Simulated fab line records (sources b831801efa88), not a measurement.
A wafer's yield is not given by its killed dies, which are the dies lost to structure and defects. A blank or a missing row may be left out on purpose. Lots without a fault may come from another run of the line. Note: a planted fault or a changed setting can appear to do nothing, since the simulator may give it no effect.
fab line records || flow sky130
record {"lots": 6, "wafers": 18, "lastDay": 50}
route steps=708 shown SONOS_ONO@171 PAD_OPEN@708
lots with no fault: from the same line, run without faults
startH: start of the lot's first displayed wafer, in hours after the record's first day || waitH: hours from the lot's prior step to this one || " the same as in the row above || L1.1+2: several wafers, shown together as one row || - either no value or no given start || * or withheld: withheld || < > ~ a bound
route shown NAME@n: a module of which the file shows steps, and the number in the route of the first || usual: mean/standard deviation taken from wafers without a fault || same: alike in all rows || chamber/n: place in a boat || sites: each site's reading || _std_site: the standard deviation of these || _edge_site: inner sites' mean taken away from outer sites' mean || radiusMm: how far each site lies from the wafer's centre || mask NAME#n: copy n || behind: the last tool/chamber to shape the wafer || hold: why the lot was held/for how many hours/how that ended || device: names the non-switching transistor (n, p or np) || end of line: tests of these same wafers at the route's end || a step with no rows: only its recipe || killed: count of dies lost to structure and defects at first sort (not the wafer's yield) || map: dies across one wafer; x = killed, . = not, _ = none there
set.NAME: the setting the step ran with; set.NAME@STEP: the setting that earlier step ran with || model.NAME: the simulator's own value behind a step, which no gauge read
lots at selected steps of the route; one table per step, one row per wafer
services: the hour from which a tool's chamber was out of use, counted from the record's first day as startH (under 0 if before that day), plus the number of hours and why
## steps
# step SKY_SONOS_ONO_THK_MEAS_03
# recipe {"reads": "Si3N4_of_SONOS_ONO_CVD_02"}
# usual {"SONOS_ONO_CVD_02_THK": "10.55/0.14"}
{"lot.wafer": "L584.2", "tool": "filmMetro-02", "chamber": "-", "startH": 275.93, "waitH": 0.0, "SONOS_ONO_CVD_02_THK[nm]": 10.55}
{"lot.wafer": "L584.3", "tool": "filmMetro-02", "chamber": "-", "startH": 275.93, "waitH": 0.0, "SONOS_ONO_CVD_02_THK[nm]": 10.55}
{"lot.wafer": "L584.4", "tool": "filmMetro-02", "chamber": "-", "startH": 275.93, "waitH": 0.0, "SONOS_ONO_CVD_02_THK[nm]": 10.56}
{"lot.wafer": "L589.2", "tool": "filmMetro-01", "chamber": "-", "startH": 318.27, "waitH": 0.0, "SONOS_ONO_CVD_02_THK[nm]": 10.67}
{"lot.wafer": "L589.3", "tool": "filmMetro-01", "chamber": "-", "startH": 318.27, "waitH": 0.0, "SONOS_ONO_CVD_02_THK[nm]": 10.54}
{"lot.wafer": "L589.6", "tool": "filmMetro-01", "chamber": "-", "startH": 318.27, "waitH": 0.0, "SONOS_ONO_CVD_02_THK[nm]": 10.46}
{"lot.wafer": "L596.1", "tool": "filmMetro-02", "chamber": "-", "startH": 375.03, "waitH": 0.0, "SONOS_ONO_CVD_02_THK[nm]": 10.41}
{"lot.wafer": "L596.2", "tool": "filmMetro-02", "chamber": "-", "startH": 375.03, "waitH": 0.0, "SONOS_ONO_CVD_02_THK[nm]": 10.36}
{"lot.wafer": "L596.6", "tool": "filmMetro-02", "chamber": "-", "startH": 375.03, "waitH": 0.0, "SONOS_ONO_CVD_02_THK[nm]": 10.25}
{"lot.wafer": "L597.4", "tool": "filmMetro-01", "chamber": "-", "startH": 385.18, "waitH": 0.0, "SONOS_ONO_CVD_02_THK[nm]": 10.46}
{"lot.wafer": "L597.5", "tool": "filmMetro-01", "chamber": "-", "startH": 385.18, "waitH": 0.0, "SONOS_ONO_CVD_02_THK[nm]": 10.63}
{"lot.wafer": "L597.6", "tool": "filmMetro-01", "chamber": "-", "startH": 385.18, "waitH": 0.0, "SONOS_ONO_CVD_02_THK[nm]": 10.49}
{"lot.wafer": "L598.2", "tool": "filmMetro-04", "chamber": "-", "startH": 391.45, "waitH": 0.0, "SONOS_ONO_CVD_02_THK[nm]": 10.68}
{"lot.wafer": "L598.4", "tool": "filmMetro-04", "chamber": "-", "startH": 391.45, "waitH": 0.0, "SONOS_ONO_CVD_02_THK[nm]": 10.69}
{"lot.wafer": "L598.5", "tool": "filmMetro-04", "chamber": "-", "startH": 391.45, "waitH": 0.0, "SONOS_ONO_CVD_02_THK[nm]": 10.49}
{"lot.wafer": "L602.3", "tool": "filmMetro-01", "chamber": "-", "startH": 413.29, "waitH": 0.0, "SONOS_ONO_CVD_02_THK[nm]": 10.73}
{"lot.wafer": "L602.4", "tool": "filmMetro-01", "chamber": "-", "startH": 413.29, "waitH": 0.0, "SONOS_ONO_CVD_02_THK[nm]": 10.71}
{"lot.wafer": "L602.5", "tool": "filmMetro-01", "chamber": "-", "startH": 413.29, "waitH": 0.0, "SONOS_ONO_CVD_02_THK[nm]": 10.71}
# step SKY_SONOS_ONO_CVD_04
# recipe {"material": "SiO2", "precursor": "SiH4/N2O", "targetThkNm": 5.7199, "tempC": 900, "pressureMtorr": 384.9}
# step SKY_SONOS_ONO_THK_MEAS_05
# recipe {"reads": "SiO2_of_SONOS_ONO_CVD_04"}
# usual {"SONOS_ONO_CVD_04_THK": "5.52/0.11"}
{"lot.wafer": "L584.2", "tool": "filmMetro-04", "chamber": "-", "startH": 277.24, "waitH": 0.0, "SONOS_ONO_CVD_04_THK[nm]": 5.44}
{"lot.wafer": "L584.3", "tool": "filmMetro-04", "chamber": "-", "startH": 277.24, "waitH": 0.0, "SONOS_ONO_CVD_04_THK[nm]": 5.53}
{"lot.wafer": "L584.4", "tool": "filmMetro-04", "chamber": "-", "startH": 277.24, "waitH": 0.0, "SONOS_ONO_CVD_04_THK[nm]": 5.56}
{"lot.wafer": "L589.2", "tool": "filmMetro-02", "chamber": "-", "startH": 319.58, "waitH": 0.0, "SONOS_ONO_CVD_04_THK[nm]": 5.53}
{"lot.wafer": "L589.3", "tool": "filmMetro-02", "chamber": "-", "startH": 319.58, "waitH": 0.0, "SONOS_ONO_CVD_04_THK[nm]": 5.39}
{"lot.wafer": "L589.6", "tool": "filmMetro-02", "chamber": "-", "startH": 319.58, "waitH": 0.0, "SONOS_ONO_CVD_04_THK[nm]": 5.56}
{"lot.wafer": "L596.1", "tool": "filmMetro-01", "chamber": "-", "startH": 376.34, "waitH": 0.0, "SONOS_ONO_CVD_04_THK[nm]": 5.54}
{"lot.wafer": "L596.2", "tool": "filmMetro-01", "chamber": "-", "startH": 376.34, "waitH": 0.0, "SONOS_ONO_CVD_04_THK[nm]": 5.47}
{"lot.wafer": "L596.6", "tool": "filmMetro-01", "chamber": "-", "startH": 376.34, "waitH": 0.0, "SONOS_ONO_CVD_04_THK[nm]": 5.48}
{"lot.wafer": "L597.4", "tool": "filmMetro-04", "chamber": "-", "startH": 386.49, "waitH": 0.0, "SONOS_ONO_CVD_04_THK[nm]": 5.49}
{"lot.wafer": "L597.5", "tool": "filmMetro-04", "chamber": "-", "startH": 386.49, "waitH": 0.0, "SONOS_ONO_CVD_04_THK[nm]": 5.53}
{"lot.wafer": "L597.6", "tool": "filmMetro-04", "chamber": "-", "startH": 386.49, "waitH": 0.0, "SONOS_ONO_CVD_04_THK[nm]": 5.58}
{"lot.wafer": "L598.2", "tool": "filmMetro-04", "chamber": "-", "startH": 392.76, "waitH": 0.0, "SONOS_ONO_CVD_04_THK[nm]": 5.62}
{"lot.wafer": "L598.4", "tool": "filmMetro-04", "chamber": "-", "startH": 392.76, "waitH": 0.0, "SONOS_ONO_CVD_04_THK[nm]": 5.70}
{"lot.wafer": "L598.5", "tool": "filmMetro-04", "chamber": "-", "startH": 392.76, "waitH": 0.0, "SONOS_ONO_CVD_04_THK[nm]": 5.60}
{"lot.wafer": "L602.3", "tool": "filmMetro-01", "chamber": "-", "startH": 414.60, "waitH": 0.0, "SONOS_ONO_CVD_04_THK[nm]": 5.53}
{"lot.wafer": "L602.4", "tool": "filmMetro-01", "chamber": "-", "startH": 414.60, "waitH": 0.0, "SONOS_ONO_CVD_04_THK[nm]": 5.65}
{"lot.wafer": "L602.5", "tool": "filmMetro-01", "chamber": "-", "startH": 414.60, "waitH": 0.0, "SONOS_ONO_CVD_04_THK[nm]": 5.65}
# step SKY_SONOS_ONO_DEHYDRATE_06
# recipe {"tempC": 200, "timeS": 60}
# step SKY_SONOS_ONO_HMDS_07
# recipe {"primeTimeS": 60, "primeTempC": 120}
# step SKY_SONOS_ONO_COAT_08
# recipe {"resist": "NOVOLAK", "spinRpm": 3000, "resistThkNm": 1140}
# step SKY_SONOS_ONO_SOFTBAKE_09
# recipe {"tempC": 90, "timeS": 60, "resist": "NOVOLAK"}
# step SKY_SONOS_ONO_EXPOSE_10
# recipe {"maskId": "ONOM", "targetCdNm": 410, "na": 0.6, "sourceShape": "conventional", "sigmaOuter": 0.6, "doseMj": 150}
# step SKY_SONOS_ONO_PEB_11
# recipe {"tempC": "withheld", "timeS": "*", "resist": "NOVOLAK"}
# step SKY_SONOS_ONO_DEVELOP_12
# recipe {"developTimeS": 60, "devTempC": 23}
# step SKY_SONOS_ONO_CD_MEAS_13
# recipe {"targetCdNm": 410}
# usual {"cdNm": "408.9/2.5"}
{"lot.wafer": "L584.2", "tool": "cdSem-02", "chamber": "-", "startH": 302.83, "waitH": 0.1, "cdNm": 409.6}
{"lot.wafer": "L584.3", "tool": "cdSem-02", "chamber": "-", "startH": 302.83, "waitH": 0.1, "cdNm": 407.8}
{"lot.wafer": "L584.4", "tool": "cdSem-02", "chamber": "-", "startH": 302.83, "waitH": 0.1, "cdNm": 411.6}
{"lot.wafer": "L589.2", "tool": "cdSem-02", "chamber": "-", "startH": 345.53, "waitH": 0.1, "cdNm": 410.9}
{"lot.wafer": "L589.3", "tool": "cdSem-02", "chamber": "-", "startH": 345.53, "waitH": 0.1, "cdNm": 411.3}
{"lot.wafer": "L589.6", "tool": "cdSem-02", "chamber": "-", "startH": 345.53, "waitH": 0.1, "cdNm": 411.7}
{"lot.wafer": "L596.1", "tool": "cdSem-01", "chamber": "-", "startH": 403.06, "waitH": 0.1, "cdNm": 409.5}
{"lot.wafer": "L596.2", "tool": "cdSem-01", "chamber": "-", "startH": 403.06, "waitH": 0.1, "cdNm": 409.8}
{"lot.wafer": "L596.6", "tool": "cdSem-01", "chamber": "-", "startH": 403.06, "waitH": 0.1, "cdNm": 408.9}
{"lot.wafer": "L597.4", "tool": "cdSem-01", "chamber": "-", "startH": 414.62, "waitH": 0.1, "cdNm": 410.1}
{"lot.wafer": "L597.5", "tool": "cdSem-01", "chamber": "-", "startH": 414.62, "waitH": 0.1, "cdNm": 409.6}
{"lot.wafer": "L597.6", "tool": "cdSem-01", "chamber": "-", "startH": 414.62, "waitH": 0.1, "cdNm": 407.2}
{"lot.wafer": "L598.2", "tool": "cdSem-01", "chamber": "-", "startH": 421.56, "waitH": 0.1, "cdNm": 408.2}
{"lot.wafer": "L598.4", "tool": "cdSem-01", "chamber": "-", "startH": 421.56, "waitH": 0.1, "cdNm": 408.8}
{"lot.wafer": "L598.5", "tool": "cdSem-01", "chamber": "-", "startH": 421.56, "waitH": 0.1, "cdNm": 411.9}
{"lot.wafer": "L602.3", "tool": "cdSem-02", "chamber": "-", "startH": 444.75, "waitH": 0.1, "cdNm": 403.9}
{"lot.wafer": "L602.4", "tool": "cdSem-02", "chamber": "-", "startH": 444.75, "waitH": 0.1, "cdNm": 403.2}
{"lot.wafer": "L602.5", "tool": "cdSem-02", "chamber": "-", "startH": 444.75, "waitH": 0.1, "cdNm": 405.2}
# step SKY_SONOS_ONO_OVL_MEAS_14
# usual {"SONOS_ONO_OVL": "-0.2/1.3"}
{"lot.wafer": "L584.2", "tool": "overlay-01", "chamber": "-", "startH": 302.93, "waitH": 0.1, "SONOS_ONO_OVL[nm]": 0.7}
{"lot.wafer": "L584.3", "tool": "overlay-01", "chamber": "-", "startH": 302.93, "waitH": 0.1, "SONOS_ONO_OVL[nm]": 0.0}
{"lot.wafer": "L584.4", "tool": "overlay-01", "chamber": "-", "startH": 302.93, "waitH": 0.1, "SONOS_ONO_OVL[nm]": 0.7}
{"lot.wafer": "L589.2", "tool": "overlay-02", "chamber": "-", "startH": 345.63, "waitH": 0.1, "SONOS_ONO_OVL[nm]": 0.6}
{"lot.wafer": "L589.3", "tool": "overlay-02", "chamber": "-", "startH": 345.63, "waitH": 0.1, "SONOS_ONO_OVL[nm]": 0.7}
{"lot.wafer": "L589.6", "tool": "overlay-02", "chamber": "-", "startH": 345.63, "waitH": 0.1, "SONOS_ONO_OVL[nm]": 1.0}
{"lot.wafer": "L596.1", "tool": "overlay-02", "chamber": "-", "startH": 403.18, "waitH": 0.1, "SONOS_ONO_OVL[nm]": -0.6}
{"lot.wafer": "L596.2", "tool": "overlay-02", "chamber": "-", "startH": 403.18, "waitH": 0.1, "SONOS_ONO_OVL[nm]": 0.4}
{"lot.wafer": "L596.6", "tool": "overlay-02", "chamber": "-", "startH": 403.18, "waitH": 0.1, "SONOS_ONO_OVL[nm]": 0.5}
{"lot.wafer": "L597.4", "tool": "overlay-01", "chamber": "-", "startH": 414.69, "waitH": 0.1, "SONOS_ONO_OVL[nm]": -0.2}
{"lot.wafer": "L597.5", "tool": "overlay-01", "chamber": "-", "startH": 414.69, "waitH": 0.1, "SONOS_ONO_OVL[nm]": 0.3}
{"lot.wafer": "L597.6", "tool": "overlay-01", "chamber": "-", "startH": 414.69, "waitH": 0.1, "SONOS_ONO_OVL[nm]": -0.3}
{"lot.wafer": "L598.2", "tool": "overlay-01", "chamber": "-", "startH": 421.66, "waitH": 0.1, "SONOS_ONO_OVL[nm]": 0.2}
{"lot.wafer": "L598.4", "tool": "overlay-01", "chamber": "-", "startH": 421.66, "waitH": 0.1, "SONOS_ONO_OVL[nm]": -2.3}
{"lot.wafer": "L598.5", "tool": "overlay-01", "chamber": "-", "startH": 421.66, "waitH": 0.1, "SONOS_ONO_OVL[nm]": -2.3}
{"lot.wafer": "L602.3", "tool": "overlay-01", "chamber": "-", "startH": 444.84, "waitH": 0.1, "SONOS_ONO_OVL[nm]": -0.2}
{"lot.wafer": "L602.4", "tool": "overlay-01", "chamber": "-", "startH": 444.84, "waitH": 0.1, "SONOS_ONO_OVL[nm]": 0.8}
{"lot.wafer": "L602.5", "tool": "overlay-01", "chamber": "-", "startH": 444.84, "waitH": 0.1, "SONOS_ONO_OVL[nm]": -1.1}
# step SKY_SONOS_ONO_ETCH_15
# recipe {"targetDepthNm": 19.52, "chemistry": "CHF3/O2", "sourceW": 600, "biasW": 200, "pressureMtorr": 40, "chf3FlowSccm": 50, "O2_flow_sccm": 5, "timeS": 7.8}
# usual {"chamberPressureMTorr": "40.00/0.035", "drypumpMotorCurrentA": "5.9/0.35", "oesProductAu": "0.999/0.01", "rfFwdPowerW": "587/3.4", "throttleValvePct": "8.824/0.0095"}
{"lot.wafer": "L584.2", "tool": "rieDiel-04", "chamber": 1, "startH": 302.96, "waitH": 0.0, "chamberPressureMTorr": 40.04, "drypumpMotorCurrentA": 6.6, "oesProductAu": 0.997, "rfFwdPowerW": 581, "rfHoursCounterH": 94, "throttleValvePct": 8.817, "model.SONOS_ONO.featureDepthNm": 19.45, "model.etch.depthNm": 19.45}
{"lot.wafer": "L584.3", "tool": "rieDiel-04", "chamber": 0, "startH": 302.96, "waitH": 0.0, "chamberPressureMTorr": 40.05, "drypumpMotorCurrentA": 5.7, "oesProductAu": 0.999, "rfFwdPowerW": 585, "rfHoursCounterH": "-", "throttleValvePct": 8.820, "model.SONOS_ONO.featureDepthNm": 19.55, "model.etch.depthNm": 19.55}
{"lot.wafer": "L584.4", "tool": "rieDiel-04", "chamber": 1, "startH": 302.96, "waitH": 0.0, "chamberPressureMTorr": 40.01, "drypumpMotorCurrentA": 6.6, "oesProductAu": 1.009, "rfFwdPowerW": 584, "rfHoursCounterH": "-", "throttleValvePct": 8.825, "model.SONOS_ONO.featureDepthNm": 19.43, "model.etch.depthNm": 19.43}
{"lot.wafer": "L589.2", "tool": "rieDiel-04", "chamber": 3, "startH": 345.66, "waitH": 0.0, "chamberPressureMTorr": 39.97, "drypumpMotorCurrentA": 5.9, "oesProductAu": 0.970, "rfFwdPowerW": 593, "rfHoursCounterH": 1, "throttleValvePct": 8.819, "model.SONOS_ONO.featureDepthNm": 18.79, "model.etch.depthNm": 18.79}
{"lot.wafer": "L589.3", "tool": "rieDiel-04", "chamber": 2, "startH": 345.66, "waitH": 0.0, "chamberPressureMTorr": 40.00, "drypumpMotorCurrentA": 6.0, "oesProductAu": 0.999, "rfFwdPowerW": 584, "rfHoursCounterH": 87, "throttleValvePct": 8.806, "model.SONOS_ONO.featureDepthNm": 19.43, "model.etch.depthNm": 19.43}
{"lot.wafer": "L589.6", "tool": "rieDiel-04", "chamber": 1, "startH": 345.66, "waitH": 0.0, "chamberPressureMTorr": 39.92, "drypumpMotorCurrentA": 6.6, "oesProductAu": 0.983, "rfFwdPowerW": 585, "rfHoursCounterH": "-", "throttleValvePct": 8.829, "model.SONOS_ONO.featureDepthNm": 18.97, "model.etch.depthNm": 18.97}
{"lot.wafer": "L596.1", "tool": "rieDiel-04", "chamber": 2, "startH": 403.21, "waitH": 0.0, "chamberPressureMTorr": 40.00, "drypumpMotorCurrentA": 6.0, "oesProductAu": 0.954, "rfFwdPowerW": 489, "rfHoursCounterH": 88, "throttleValvePct": 8.823, "model.SONOS_ONO.featureDepthNm": 18.47, "model.etch.depthNm": 18.47}
{"lot.wafer": "L596.2", "tool": "rieDiel-04", "chamber": 0, "startH": 403.21, "waitH": 0.0, "chamberPressureMTorr": 39.98, "drypumpMotorCurrentA": 5.7, "oesProductAu": 0.956, "rfFwdPowerW": 489, "rfHoursCounterH": 98, "throttleValvePct": 8.802, "model.SONOS_ONO.featureDepthNm": 18.24, "model.etch.depthNm": 18.24}
{"lot.wafer": "L596.6", "tool": "rieDiel-04", "chamber": 0, "startH": 403.21, "waitH": 0.0, "chamberPressureMTorr": 39.99, "drypumpMotorCurrentA": 5.7, "oesProductAu": 0.966, "rfFwdPowerW": 491, "rfHoursCounterH": "-", "throttleValvePct": 8.812, "model.SONOS_ONO.featureDepthNm": 18.16, "model.etch.depthNm": 18.16}
{"lot.wafer": "L597.4", "tool": "rieDiel-04", "chamber": 3, "startH": 414.71, "waitH": 0.0, "chamberPressureMTorr": 39.97, "drypumpMotorCurrentA": 6.0, "oesProductAu": 0.970, "rfFwdPowerW": 496, "rfHoursCounterH": 2, "throttleValvePct": 8.826, "model.SONOS_ONO.featureDepthNm": 18.38, "model.etch.depthNm": 18.38}
{"lot.wafer": "L597.5", "tool": "rieDiel-04", "chamber": 0, "startH": 414.71, "waitH": 0.0, "chamberPressureMTorr": 39.99, "drypumpMotorCurrentA": 5.7, "oesProductAu": 0.963, "rfFwdPowerW": 488, "rfHoursCounterH": "-", "throttleValvePct": 8.810, "model.SONOS_ONO.featureDepthNm": 18.21, "model.etch.depthNm": 18.21}
{"lot.wafer": "L597.6", "tool": "rieDiel-04", "chamber": 3, "startH": 414.71, "waitH": 0.0, "chamberPressureMTorr": 40.02, "drypumpMotorCurrentA": 5.9, "oesProductAu": 0.954, "rfFwdPowerW": 496, "rfHoursCounterH": "-", "throttleValvePct": 8.810, "model.SONOS_ONO.featureDepthNm": 18.2, "model.etch.depthNm": 18.2}
{"lot.wafer": "L598.2", "tool": "rieDiel-03", "chamber": 0, "startH": 421.69, "waitH": 0.0, "chamberPressureMTorr": 40.00, "drypumpMotorCurrentA": 5.5, "oesProductAu": 1.019, "rfFwdPowerW": 585, "rfHoursCounterH": 2, "throttleValvePct": 8.849, "model.SONOS_ONO.featureDepthNm": 20.13, "model.etch.depthNm": 20.13}
{"lot.wafer": "L598.4", "tool": "rieDiel-03", "chamber": 2, "startH": 421.69, "waitH": 0.0, "chamberPressureMTorr": 39.96, "drypumpMotorCurrentA": 6.0, "oesProductAu": 1.015, "rfFwdPowerW": 587, "rfHoursCounterH": 10, "throttleValvePct": 8.843, "model.SONOS_ONO.featureDepthNm": 19.75, "model.etch.depthNm": 19.75}
{"lot.wafer": "L598.5", "tool": "rieDiel-03", "chamber": 2, "startH": 421.69, "waitH": 0.0, "chamberPressureMTorr": 39.95, "drypumpMotorCurrentA": 6.0, "oesProductAu": 1.014, "rfFwdPowerW": 589, "rfHoursCounterH": "-", "throttleValvePct": 8.822, "model.SONOS_ONO.featureDepthNm": 19.82, "model.etch.depthNm": 19.82}
{"lot.wafer": "L602.3", "tool": "rieDiel-03", "chamber": 1, "startH": 444.86, "waitH": 0.0, "chamberPressureMTorr": 40.03, "drypumpMotorCurrentA": 5.8, "oesProductAu": 1.000, "rfFwdPowerW": 588, "rfHoursCounterH": 77, "throttleValvePct": 8.829, "model.SONOS_ONO.featureDepthNm": 19.4, "model.etch.depthNm": 19.4}
{"lot.wafer": "L602.4", "tool": "rieDiel-03", "chamber": 2, "startH": 444.86, "waitH": 0.0, "chamberPressureMTorr": 40.01, "drypumpMotorCurrentA": 5.9, "oesProductAu": 1.001, "rfFwdPowerW": 583, "rfHoursCounterH": 10, "throttleValvePct": 8.823, "model.SONOS_ONO.featureDepthNm": 19.63, "model.etch.depthNm": 19.63}
{"lot.wafer": "L602.5", "tool": "rieDiel-03", "chamber": 3, "startH": 444.86, "waitH": 0.0, "chamberPressureMTorr": 40.07, "drypumpMotorCurrentA": 5.7, "oesProductAu": 1.001, "rfFwdPowerW": 588, "rfHoursCounterH": "-", "throttleValvePct": 8.820, "model.SONOS_ONO.featureDepthNm": 19.47, "model.etch.depthNm": 19.47}
# step SKY_SONOS_ONO_WET_ETCH_16
# recipe {"chemistry": "dHF", "targetDepthNm": 14, "dry": "n2Spin", "target": "SiO2", "dilution": "100:1", "tempC": 25, "timeS": 280}
# step SKY_PAD_OPEN_PROBE_99
# usual {"killed_at_M0_to_M3": "43/6.4", "killed_at_M4_up": "3.2/1.8", "killedAtContacts": "25/5.8", "killedAtFrontEnd": "16/4.1", "killedAtOther": "0.2/0.47", "killedDies": "88/9.9", "killedOpen": "47/7.3", "killedShort": "40/7.1"}
# same {"grossDies": 492, "killedAtBackSide": 0}
{"lot.wafer": "L584.2", "tool": "prober-02", "chamber": "-", "startH": 1088.83, "waitH": 0.1, "killed_at_M0_to_M3": 50, "killed_at_M4_up": 4, "killedAtContacts": 29, "killedAtFrontEnd": 15, "killedAtOther": 0, "killedDies": 98, "killedOpen": 52, "killedShort": 46}
{"lot.wafer": "L584.3", "tool": "prober-02", "chamber": "-", "startH": 1088.88, "waitH": 0.2, "killed_at_M0_to_M3": 34, "killed_at_M4_up": 2, "killedAtContacts": 22, "killedAtFrontEnd": 11, "killedAtOther": 1, "killedDies": 70, "killedOpen": 37, "killedShort": 33}
{"lot.wafer": "L584.4", "tool": "prober-02", "chamber": "-", "startH": 1088.93, "waitH": 0.2, "killed_at_M0_to_M3": 61, "killed_at_M4_up": 5, "killedAtContacts": 25, "killedAtFrontEnd": 15, "killedAtOther": 1, "killedDies": 107, "killedOpen": 45, "killedShort": 62}
{"lot.wafer": "L589.2", "tool": "prober-01", "chamber": "-", "startH": 1123.56, "waitH": 0.1, "killed_at_M0_to_M3": 35, "killed_at_M4_up": 5, "killedAtContacts": 15, "killedAtFrontEnd": 15, "killedAtOther": 1, "killedDies": 71, "killedOpen": 39, "killedShort": 32}
{"lot.wafer": "L589.3", "tool": "prober-01", "chamber": "-", "startH": 1123.61, "waitH": 0.2, "killed_at_M0_to_M3": 52, "killed_at_M4_up": 1, "killedAtContacts": 31, "killedAtFrontEnd": 27, "killedAtOther": 1, "killedDies": 112, "killedOpen": 66, "killedShort": 46}
{"lot.wafer": "L589.6", "tool": "prober-01", "chamber": "-", "startH": 1123.76, "waitH": 0.2, "killed_at_M0_to_M3": 32, "killed_at_M4_up": 4, "killedAtContacts": 31, "killedAtFrontEnd": 15, "killedAtOther": 1, "killedDies": 83, "killedOpen": 50, "killedShort": 33}
{"lot.wafer": "L598.2", "tool": "prober-02", "chamber": "-", "startH": 1174.03, "waitH": 0.1, "killed_at_M0_to_M3": 45, "killed_at_M4_up": 0, "killedAtContacts": 25, "killedAtFrontEnd": 16, "killedAtOther": 0, "killedDies": 86, "killedOpen": 48, "killedShort": 35}
{"lot.wafer": "L598.4", "tool": "prober-02", "chamber": "-", "startH": 1174.13, "waitH": 0.2, "killed_at_M0_to_M3": 41, "killed_at_M4_up": 2, "killedAtContacts": 33, "killedAtFrontEnd": 23, "killedAtOther": 0, "killedDies": 99, "killedOpen": 56, "killedShort": 43}
{"lot.wafer": "L598.5", "tool": "prober-02", "chamber": "-", "startH": 1174.18, "waitH": 0.2, "killed_at_M0_to_M3": 37, "killed_at_M4_up": 6, "killedAtContacts": 26, "killedAtFrontEnd": 20, "killedAtOther": 0, "killedDies": 89, "killedOpen": 51, "killedShort": 38}
# killed by level:class
L584.2 CONTACT:geometricParticle:open=10 VIA3:geometricParticle:open=10 VIA2:geometricParticle:open=9 FIELD_ISO:geometricParticle:open=7 METAL1:geometricParticle:short=7 VIA1:geometricParticle:open=7 CONTACT:geometricParticle:short=6 LI_CONTACT:geometricParticle:open=5
L584.3 VIA1:geometricParticle:open=9 LI_CONTACT:geometricParticle:open=7 METAL1:geometricParticle:short=7 VIA3:geometricParticle:open=7 CONTACT:geometricParticle:open=6 FIELD_ISO:geometricParticle:short=5 LI_CONTACT:geometricParticle:short=4 VIA2:geometricParticle:short=3
L584.4 METAL2:geometricParticle:short=11 VIA1:geometricParticle:open=10 CONTACT:geometricParticle:open=7 VIA1:geometricParticle:short=7 FIELD_ISO:geometricParticle:short=6 LI_CONTACT:geometricParticle:open=6 VIA3:geometricParticle:open=6 VIA2:geometricParticle:open=6
L589.2 VIA1:geometricParticle:open=10 CONTACT:geometricParticle:open=7 METAL1:geometricParticle:short=7 VIA3:geometricParticle:open=6 FIELD_ISO:geometricParticle:open=5 METAL4:geometricParticle:short=5 CONTACT:geometricParticle:short=4 VIA2:geometricParticle:open=4
L589.3 VIA1:geometricParticle:open=19 CONTACT:geometricParticle:open=9 LI_CONTACT:geometricParticle:open=9 VIA2:geometricParticle:open=8 CONTACT:geometricParticle:short=6 METAL2:geometricParticle:short=6 FIELD_ISO:geometricParticle:open=5 FIELD_ISO:geometricParticle:short=5
L589.6 CONTACT:geometricParticle:open=11 VIA1:geometricParticle:open=11 LI_CONTACT:geometricParticle:open=8 CONTACT:geometricParticle:short=6 FIELD_ISO:geometricParticle:open=5 VIA2:geometricParticle:open=5 VIA3:geometricParticle:open=4 POLY_GATE:geometricParticle:short=3
L598.2 CONTACT:geometricParticle:open=13 VIA1:geometricParticle:open=11 POLY_GATE:geometricParticle:open=5 METAL1:geometricParticle:short=5 LI_CONTACT:geometricParticle:open=5 VIA1:geometricParticle:short=5 VIA2:geometricParticle:open=5 VIA2:geometricParticle:short=5
L598.4 VIA1:geometricParticle:open=16 CONTACT:geometricParticle:open=12 LI_CONTACT:geometricParticle:open=8 VIA1:geometricParticle:short=6 CONTACT:geometricParticle:short=5 METAL1:geometricParticle:short=5 VIA3:geometricParticle:open=5 FIELD_ISO:geometricParticle:short=4
L598.5 VIA1:geometricParticle:open=12 CONTACT:geometricParticle:open=10 LI_CONTACT:geometricParticle:open=9 FIELD_ISO:geometricParticle:short=8 METAL1:geometricParticle:short=5 VIA3:geometricParticle:open=5 METAL4:geometricParticle:short=5 VIA2:geometricParticle:open=4
## services
{"tool": "rieDiel-04", "chamber": 3, "startH": 285.31, "hours": "-", "kind": "clean"}
{"tool": "rieDiel-04", "chamber": 3, "startH": 285.31, "hours": 21.6, "kind": "scheduledDown"}
{"tool": "rieDiel-04", "chamber": 3, "startH": 285.31, "hours": 21.6, "kind": "ventCycle"}
{"tool": "rieDiel-04", "chamber": 2, "startH": 296.74, "hours": 8.3, "kind": "repair"}
{"tool": "rieDiel-03", "chamber": 0, "startH": 316.20, "hours": "-", "kind": "clean"}
{"tool": "rieDiel-03", "chamber": 0, "startH": 316.20, "hours": 15.6, "kind": "scheduledDown"}
{"tool": "rieDiel-03", "chamber": 0, "startH": 316.20, "hours": 15.6, "kind": "ventCycle"}
{"tool": "rieDiel-04", "chamber": "-", "startH": 327.02, "hours": 0.9, "kind": "repair"}
{"tool": "rieDiel-04", "chamber": 3, "startH": 349.83, "hours": 1.5, "kind": "repair"}
{"tool": "rieDiel-04", "chamber": "-", "startH": 365.62, "hours": 0.5, "kind": "repair"}
{"tool": "rieDiel-04", "chamber": 1, "startH": 387.92, "hours": 7.3, "kind": "repair"}
{"tool": "rieDiel-04", "chamber": 3, "startH": 416.36, "hours": 6.3, "kind": "repair"}
## key
firstSign {"step": "SKY_SONOS_ONO_ETCH_15", "reading": "rfFwdPowerW", "direction": "down", "sigmas": 28, "usual": 587, "struck": 491}
effect {"step": "SKY_SONOS_ONO_ETCH_15", "reading": "oesProductAu", "direction": "down", "sigmas": 3.8, "usual": 0.999, "struck": 0.960}
modelEffect {"step": "SKY_SONOS_ONO_ETCH_15", "value": "SONOS_ONO.featureDepthNm", "without": 19.54, "struck": 18.28}
metAt SKY_SONOS_ONO_ETCH_15
struckWafers L596.1,L596.2,L596.6,L597.4,L597.5,L597.6
testerLeftOut L596,L597
onsetBetween 345.66 403.21
fault {"kind": "processParameterDrift", "tool": "rieDiel-04", "chamber": "-", "onsetH": 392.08, "steps": "SKY_SONOS_ONO_ETCH_15", "channel": "sourceW", "offset": -96, "shape": "step", "endH": 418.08, "actsIn": "theseRecipesOnly", "stated": 600}
# testerLeftOut: of these lots the tester's yield and bins aren't shown, on N5 and GAA mostly nor the transistor test; their killed dies are dies lost to structure and defects alone, not to doping, threshold or leakage, so they don't give the yield
